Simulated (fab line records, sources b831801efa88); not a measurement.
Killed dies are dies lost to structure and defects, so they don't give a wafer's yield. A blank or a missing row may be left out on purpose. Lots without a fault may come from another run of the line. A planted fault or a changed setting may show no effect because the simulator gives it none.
fab line records | flow sky130
record lots=6 wafers=18 last_day=49
route steps=708 shown VT_ADJUST_HVTP@91 VT_ADJUST_LVTN@97
lots that met no fault: from a run of the same line without faults
start_h: hours from the record's first day to the start of the lot's first wafer shown | wait_h: hours since the lot's step before | " the same as in the row above | L1.1+2: a row that stands for several wafers | - no value, or no start given | * or withheld: withheld | < > ~ a bound
route shown NAME@n: a module of which the file shows steps, and the number in the route of the first | usual: mean/standard deviation of fault-free wafers | same: alike in all rows | chamber/n: place in a boat | sites: the reading at each site | _std_site: their standard deviation | _edge_site: outer sites' mean less inner sites' | radius_mm: how far each site lies from the wafer's centre | mask NAME#n: copy n | behind: the tool/chamber that last shaped the wafer | hold: why the lot was held/for how many hours/how that ended | device: the transistor (n, p or np) that didn't switch | end of line: the same wafers' tests at the end of the route | a step without rows: its recipe alone | killed: dies lost to structure and defects at the first sort, not the wafer's yield | map: a wafer's dies, x killed, . not, _ none there
set.NAME: the setting as run; set.NAME@STEP: as run at that earlier step | model.NAME: the simulator's own value behind a step, which no gauge read
lots at some steps of the route; a table a step, a row a wafer
services: from which hour (start_h, from the record's first day; less than 0 if before it) a tool's chamber was out of use, for how many hours, and why
## steps
# step SKY_VT_ADJUST_HVTP_DEVELOP_06
# recipe resist=NOVOLAK developer=TMAH develop_time_s=60 dev_temp_c=23
# step SKY_VT_ADJUST_HVTP_CD_MEAS_07
# recipe target_cd_nm=380
# usual cd_nm=380.2/2.8
# columns lot.wafer tool chamber start_h wait_h cd_nm
L420.3 cd_sem-01 - 151.90 0.1 379.0
L420.4 " - " " 376.4
L420.5 " - " " 379.5
L421.1 cd_sem-01 - 158.70 0.1 379.6
L421.5 " - " " 377.5
L421.6 " - " " 379.1
L427.2 cd_sem-02 - 196.53 0.1 382.1
L427.5 " - " " 384.4
L427.6 " - " " 382.8
L433.2 cd_sem-02 - 240.33 0.1 375.6
L433.5 " - " " 376.1
L433.6 " - " " 376.5
L435.2 cd_sem-02 - 247.03 0.1 378.9
L435.4 " - " " 381.5
L435.5 " - " " 382.6
L436.2 cd_sem-01 - 252.67 0.1 377.5
L436.3 " - " " 378.7
L436.6 " - " " 377.1
# step SKY_VT_ADJUST_HVTP_OVL_MEAS_08
# usual VT_ADJUST_HVTP_OVL=-0.8/1.8
# columns lot.wafer tool chamber start_h wait_h VT_ADJUST_HVTP_OVL[nm]
L420.3 overlay-01 - 151.99 0.1 1.4
L420.4 " - " " 1.1
L420.5 " - " " 1.0
L421.1 overlay-01 - 158.82 0.1 -3.3
L421.5 " - " " -3.3
L421.6 " - " " -2.5
L427.2 overlay-01 - 196.64 0.1 -1.0
L427.5 " - " " 0.2
L427.6 " - " " -1.6
L433.2 overlay-02 - 240.44 0.1 -0.9
L433.5 " - " " -0.5
L433.6 " - " " -1.2
L435.2 overlay-01 - 247.14 0.1 -3.7
L435.4 " - " " -3.1
L435.5 " - " " -2.6
L436.2 overlay-01 - 252.78 0.1 -4.2
L436.3 " - " " -4.6
L436.6 " - " " -3.7
# step SKY_VT_ADJUST_HVTP_IMPLANT_09
# recipe species=As energy_kev=150 dose_cm2=4.3e+12 tilt_deg=withheld
# step SKY_VT_ADJUST_HVTP_STRIP_10
# recipe chemistry=O2/N2 power_w=1400 pressure_mtorr=1500 platen_temp_c=withheld o2_flow_sccm=3000 n2_flow_sccm=300 overash_fraction=0.5
# usual drypump_motor_current_A=5.6/0.52 oes_product_au=0.716/0.0046 strip_time_to_endpoint_s=14.17/0.039
# columns lot.wafer tool chamber start_h wait_h drypump_motor_current_A oes_product_au rf_hours_counter_h strip_time_to_endpoint_s
L420.3 plasma_asher-04 0 152.20 0.1 5.2 0.721 - 14.16
L420.4 " 1 " " 6.5 0.723 - 14.14
L420.5 " 1 " " 6.5 0.721 - 14.13
L421.1 plasma_asher-03 1 159.01 0.1 5.0 0.718 47 14.24
L421.5 " 1 " " 5.0 0.715 - 14.23
L421.6 " 0 " " 5.8 0.720 - 14.26
L427.2 plasma_asher-04 0 196.82 0.1 5.3 0.716 51 14.17
L427.5 " 1 " " 6.5 0.725 - 14.16
L427.6 " 0 " " 5.3 0.713 - 14.20
L433.2 plasma_asher-04 1 240.62 0.1 6.5 0.719 56 14.20
L433.5 " 0 " " 5.3 0.720 - 14.17
L433.6 " 1 " " 6.4 0.717 - 14.17
L435.2 plasma_asher-03 1 247.32 0.1 4.9 0.719 55 14.19
L435.4 " 0 " " 5.8 0.715 - 14.24
L435.5 " 0 " " 5.8 0.716 - 14.23
L436.2 plasma_asher-04 1 252.96 0.1 6.5 0.713 57 14.16
L436.3 " 0 " " 5.2 0.718 - 14.15
L436.6 " 0 " " 5.2 0.716 - 14.18
# step SKY_VT_ADJUST_HVTP_TW_MEAS_11
# usual VT_ADJUST_HVTP_TW=1348/9
# columns lot.wafer tool chamber start_h wait_h VT_ADJUST_HVTP_TW
L420.3 film_metro-04 - 152.29 0.1 1346
L420.4 " - " " 1348
L420.5 " - " " 1347
L421.1 film_metro-03 - 159.11 0.1 1341
L421.5 " - " " 1342
L421.6 " - " " 1336
L427.2 film_metro-02 - 196.93 0.1 1358
L427.5 " - " " 1351
L427.6 " - " " 1352
L433.2 film_metro-04 - 240.73 0.1 1353
L433.5 " - " " 1357
L433.6 " - " " 1354
L435.2 film_metro-03 - 247.43 0.1 1342
L435.4 " - " " 1339
L435.5 " - " " 1338
L436.2 film_metro-02 - 253.07 0.1 1353
L436.3 " - " " 1347
L436.6 " - " " 1353
# step SKY_VT_ADJUST_LVTN_DEHYDRATE_00
# recipe temp_c=200 time_s=60
# step SKY_VT_ADJUST_LVTN_HMDS_01
# recipe prime_time_s=60 prime_temp_c=120
# step SKY_VT_ADJUST_LVTN_COAT_02
# recipe spin_rpm=2000 resist_thk_nm=3000
# step SKY_VT_ADJUST_LVTN_SOFTBAKE_03
# recipe temp_c=110 time_s=withheld
# step SKY_VT_ADJUST_LVTN_EXPOSE_04
# recipe mask_id=NWM_COMPLEMENT_LESS_NATIVE na=0.6 source_shape=conventional sigma_outer=0.6 polarization=unpolarized target_cd_nm=840 dose_mj=194
# step SKY_VT_ADJUST_LVTN_PEB_05
# recipe temp_c=115 time_s=withheld
# step SKY_VT_ADJUST_LVTN_DEVELOP_06
# recipe wall_angle_deg=90 developer=TMAH develop_time_s=60 dev_temp_c=23
# columns lot.wafer tool chamber start_h wait_h
L420.3+4+5 litho_track-03 0 172 -
L421.1+5+6 litho_track-02 0 178 -
L427.2+5+6 litho_track-01 0 218 -
L433.2+5+6 litho_track-03 0 263 -
L435.2+4+5 litho_track-02 0 271 -
L436.2+3+6 litho_track-02 0 276 -
# step SKY_VT_ADJUST_LVTN_OVL_MEAS_07
# usual VT_ADJUST_LVTN_OVL=-0.5/1.3
# columns lot.wafer tool chamber start_h wait_h VT_ADJUST_LVTN_OVL[nm]
L420.3 overlay-02 - 172.27 - 0.2
L420.4 " - " " -2.3
L420.5 " - " " -1.4
L421.1 overlay-02 - 178.64 - -0.5
L421.5 " - " " -2.0
L421.6 " - " " -1.4
L427.2 overlay-02 - 218.47 - 0.4
L427.5 " - " " -0.7
L427.6 " - " " 0.2
L433.2 overlay-01 - 263.96 - -0.2
L433.5 " - " " 0.5
L433.6 " - " " 1.2
L435.2 overlay-01 - 271.15 - -
L435.4 " - " " -
L435.5 " - " " -
L436.2 overlay-01 - 276.60 - -
L436.3 " - " " -
L436.6 " - " " -
# step SKY_VT_ADJUST_LVTN_IMPLANT_08
# recipe species=B energy_kev=30 dose_cm2=1.57e+12 tilt_deg=withheld
# step SKY_VT_ADJUST_LVTN_STRIP_09
# recipe chemistry=O2/N2 power_w=1400 pressure_mtorr=1500 platen_temp_c=withheld o2_flow_sccm=3000 n2_flow_sccm=300 overash_fraction=0.5
# usual drypump_motor_current_A=5.7/0.57 oes_product_au=0.722/0.0042 strip_time_to_endpoint_s=36.89/0.11
# columns lot.wafer tool chamber start_h wait_h drypump_motor_current_A oes_product_au rf_hours_counter_h strip_time_to_endpoint_s
L420.3 plasma_asher-01 1 172.48 0.1 5.6 0.717 - 37.09
L420.4 " 0 " " 5.3 0.723 - 37.01
L420.5 " 0 " " 5.3 0.716 - 36.99
L421.1 plasma_asher-02 1 178.83 0.1 5.3 0.725 37 36.85
L421.5 " 0 " " 6.8 0.717 - 36.83
L421.6 " 1 " " 5.4 0.727 - 36.86
L427.2 plasma_asher-01 0 218.65 0.1 5.3 0.722 10 36.75
L427.5 " 1 " " 5.6 0.725 - 36.67
L427.6 " 0 " " 5.3 0.722 - 36.72
L433.2 plasma_asher-01 1 264.14 0.1 5.6 0.717 14 37.15
L433.5 " 1 " " 5.6 0.726 - 37.04
L433.6 " 0 " " 5.3 0.732 - 37.11
L435.2 plasma_asher-02 1 271.33 0.1 5.4 0.738 46 37.10
L435.4 " 0 " " 6.7 0.722 - 36.94
L435.5 " 0 " " 6.8 0.723 - 36.96
L436.2 plasma_asher-02 0 276.78 0.1 6.8 0.726 47 36.90
L436.3 " 1 " " 5.3 0.719 - 36.87
L436.6 " 0 " " 6.7 0.722 - 36.92
# step SKY_VT_ADJUST_LVTN_TW_MEAS_10
# usual VT_ADJUST_LVTN_TW=238.1/3
# columns lot.wafer tool chamber start_h wait_h VT_ADJUST_LVTN_TW
L420.3 film_metro-01 - 172.56 0.1 234.7
L420.4 " - " " 236.8
L420.5 " - " " 235.7
L421.1 film_metro-04 - 178.93 0.1 240.4
L421.5 " - " " 239.8
L421.6 " - " " 240.4
L427.2 film_metro-01 - 218.76 0.1 234.2
L427.5 " - " " 235.6
L427.6 " - " " 235.1
L433.2 film_metro-01 - 264.25 0.1 234.5
L433.5 " - " " 235.0
L433.6 " - " " 235.6
L435.2 film_metro-04 - 271.44 0.1 30.0
L435.4 " - " " 30.0
L435.5 " - " " 30.0
L436.2 film_metro-02 - 276.89 0.1 30.1
L436.3 " - " " 29.9
L436.6 " - " " 30.0
# step SKY_VT_ADJUST_LVTN_DEHYDRATE_11
# recipe temp_c=200 time_s=60
## services
# columns tool chamber start_h hours kind
plasma_asher-03 - 142.07 0.8 repair
plasma_asher-03 - 167.32 0.3 repair
plasma_asher-03 - 272.52 4.3 pm
## key
first_sign step=SKY_VT_ADJUST_LVTN_OVL_MEAS_07 reading=VT_ADJUST_LVTN_OVL direction=missing
effect step=SKY_VT_ADJUST_LVTN_TW_MEAS_10 reading=VT_ADJUST_LVTN_TW direction=down sigmas=69 usual=238.1 struck=30.0
met_at SKY_VT_ADJUST_LVTN_DEVELOP_06
struck_wafers L435.2,L435.4,L435.5,L436.2,L436.3,L436.6
sort_left_out L435.2,L435.4,L435.5,L436.2,L436.3,L436.6
tester_left_out L435,L436
onset_between 178 271
also_fits time
fault kind=process_parameter_drift tool=litho_track-02 chamber=- onset_h=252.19 steps=SKY_VT_ADJUST_LVTN_DEVELOP_06 channel=develop_time_s offset=* shape=step end_h=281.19 acts_in=* stated=*
# tester_left_out: of these lots the tester's yield and bins aren't shown, on N5 and GAA mostly nor the transistor test; their killed dies are dies lost to structure and defects alone, not to doping, threshold or leakage, so they don't give the yield
# sort_left_out: the simulated sort isn't trusted on such a fault, so these wafers' sort isn't shown, and their yield isn't known
